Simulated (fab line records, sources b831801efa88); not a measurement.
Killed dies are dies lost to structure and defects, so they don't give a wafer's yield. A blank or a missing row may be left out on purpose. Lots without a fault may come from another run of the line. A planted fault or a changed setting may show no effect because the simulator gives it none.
One fault seen from 2 desks | flow sky130 | each desk has only its own numbers; what lay behind them comes last

THE TOOL OWNER'S DESK: implanter-03
The tool's own readings at SKY_LDD_N_IMPLANT_09: means of the sampled wafers that have a number, for each lot that ran on this tool. A lot is out of limits, marked OUT, if its mean lies more than 4 standard deviations from the usual mean; the brackets give that distance.
Columns: A = dose_ions_cm2 at SKY_LDD_N_IMPLANT_09, usual 7.501e+13; B = faraday_current_uA at SKY_LDD_N_IMPLANT_09, usual 421
lot  | first seen here | A                           | B
L500 | day 21 06:28    | 7.507e+13                   | 420
L507 | day 23 16:13    | 6.667e+13 (-99 or more) OUT | 370 (-5.8) OUT
L508 | day 24 04:55    | 6.667e+13 (-99 or more) OUT | 375 (-5.2) OUT
L509 | day 24 07:34    | 6.660e+13 (-99 or more) OUT | 368 (-6.0) OUT
This desk's finding: out of limits on L507, L508, L509; first on L507, day 23 16:13 (dose_ions_cm2 at SKY_LDD_N_IMPLANT_09). In limits: L500.

THE METROLOGY DESK
What the gauges read, lot by lot, whatever tool the lot ran on: means of the sampled wafers that have a number. A lot is out of limits, marked OUT, if its mean lies more than 4 standard deviations from the usual mean; the brackets give that distance.
Columns: A = POLY_GATE_OXIDATION_THK at SKY_POLY_GATE_THK_MEAS_21, usual 3.97 nm; B = cd_nm at SKY_POLY_GATE_CD_MEAS_22, usual 150.7 nm; C = LDD_N_OVL at SKY_LDD_N_OVL_MEAS_07, usual -0.1 nm
lot  | first seen here | A    | B     | C
L494 | day 18 03:20    | 4.02 | 151.8 | 0.5
L500 | day 19 22:59    | 4.00 | 150.8 | 0.6
L507 | day 22 10:06    | 3.91 | 150.5 | -1.8
L508 | day 22 22:11    | 4.03 | 148.6 | 0.4
L509 | day 23 01:45    | 3.93 | 153.5 | 0.3
L512 | day 23 22:05    | 4.01 | 152.6 | -0.6
L514 | day 24 20:12    | 3.92 | 151.4 | -1.0
This desk's finding: nothing out of limits on any of the 7 lots.

PUT TOGETHER
The tool owner's desk could have raised an alarm at day 23 16:13, on L507, L508, L509.
The metrology desk saw nothing out of limits.
The metrology desk has L507, L508, L509 on record, within its limits.
Of the lots named, all ran SKY_LDD_N_IMPLANT_09 on implanter-03.

WHAT THE SIMULATOR HAD PUT IN
Process parameter drift: implanter-03, from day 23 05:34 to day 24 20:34, at SKY_LDD_N_IMPLANT_09. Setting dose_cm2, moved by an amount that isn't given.
Lots struck among those shown: L507, L508, L509.
Hours from the fault's start to each desk's first reading out of limits: the tool owner's desk, 11.
